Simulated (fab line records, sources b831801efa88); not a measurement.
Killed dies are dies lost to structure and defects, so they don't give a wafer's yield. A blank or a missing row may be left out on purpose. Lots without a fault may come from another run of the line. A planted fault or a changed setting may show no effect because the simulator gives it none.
A struck lot beside a sound one | flow gf180mcu | 15 steps out of a route of 602
Sound: wafers L455.1, L455.2, L455.4. Struck: wafers L465.2, L465.5, L465.6. The cause comes at the end.
At each step with rows: each side's tool, then ch and its chambers, then its first start. Under that, the readings that differ: sound wafers | struck wafers | difference of the means | sigmas: that difference in standard deviations of wafers without a fault.
alike: readings whose means differ by less than 2 such deviations, and words and numbers that are the same on both sides. not compared: withheld readings, readings that some wafer has no value for, bounds like >300 that may hide the same value, and numbers for which the record gives no deviation and whose values overlap.
The two part at a step that has a row with sigmas, a row that says differs or no value, or rows on one side only. Numbers that don't overlap but have no deviation are shown without sigmas and don't part them. A reading that every wafer of one side lacks parts them only if that side has two wafers or more.

first, 1 step without rows for these wafers: GF_DNWELL_IMPLANT_07.
GF_DNWELL_STRIP_08: strips in O2/N2.
  sound on plasma_asher-03 ch 0,1, day 3 00:30; struck on plasma_asher-01 ch 0,1, day 5 04:57
  alike: drypump_motor_current_A, heater_power_w, oes_product_au, strip_time_to_endpoint_s
  not compared: rf_hours_counter_h
GF_DNWELL_TW_MEAS_09:
  sound on film_metro-01, day 3 00:36; struck on film_metro-03, day 5 05:04
  alike: DNWELL_TW
then, 7 steps without rows for these wafers: GF_NWELL_DEHYDRATE_00 (time 60 s); GF_NWELL_HMDS_01 (prime time 60 s); GF_NWELL_COAT_02 (resist thk 3000 nm); GF_NWELL_SOFTBAKE_03; GF_NWELL_EXPOSE_04 (exposes mask Nwell, target cd 860 nm); GF_NWELL_PEB_05; GF_NWELL_DEVELOP_06 (develop time 60 s).
GF_NWELL_OVL_MEAS_07:
  sound on overlay-01, day 3 12:46; struck on overlay-01, day 5 19:28
  alike: NWELL_OVL
then, 1 step without rows for these wafers: GF_NWELL_IMPLANT_08.
GF_NWELL_IMPLANT_09:
  sound on implanter-03 ch 0, day 3 12:57; struck on implanter-01, day 5 19:40
  no value came back on the struck wafers for beam_energy_keV, beam_on_s (s); on the sound wafers beam_energy_keV reads 160.04 159.98 160.00
GF_NWELL_STRIP_10: strips in O2/N2.
  sound on plasma_asher-03 ch 0,1, day 3 13:06; struck on plasma_asher-03 ch 0,1, day 5 19:47
  alike: drypump_motor_current_A, heater_power_w, oes_product_au, strip_time_to_endpoint_s
  not compared: rf_hours_counter_h
GF_NWELL_TW_MEAS_11:
  sound on film_metro-01, day 3 13:12; struck on film_metro-03, day 5 20:08
  reading  | sound          | struck         | difference | sigmas
  NWELL_TW | 1564 1562 1563 | 1479 1479 1486 | -82        | -7
  not compared: hold

WHERE THEY PART
First at GF_NWELL_IMPLANT_09; last, within this record, at GF_NWELL_TW_MEAS_11.

WHY: what the simulator had put in
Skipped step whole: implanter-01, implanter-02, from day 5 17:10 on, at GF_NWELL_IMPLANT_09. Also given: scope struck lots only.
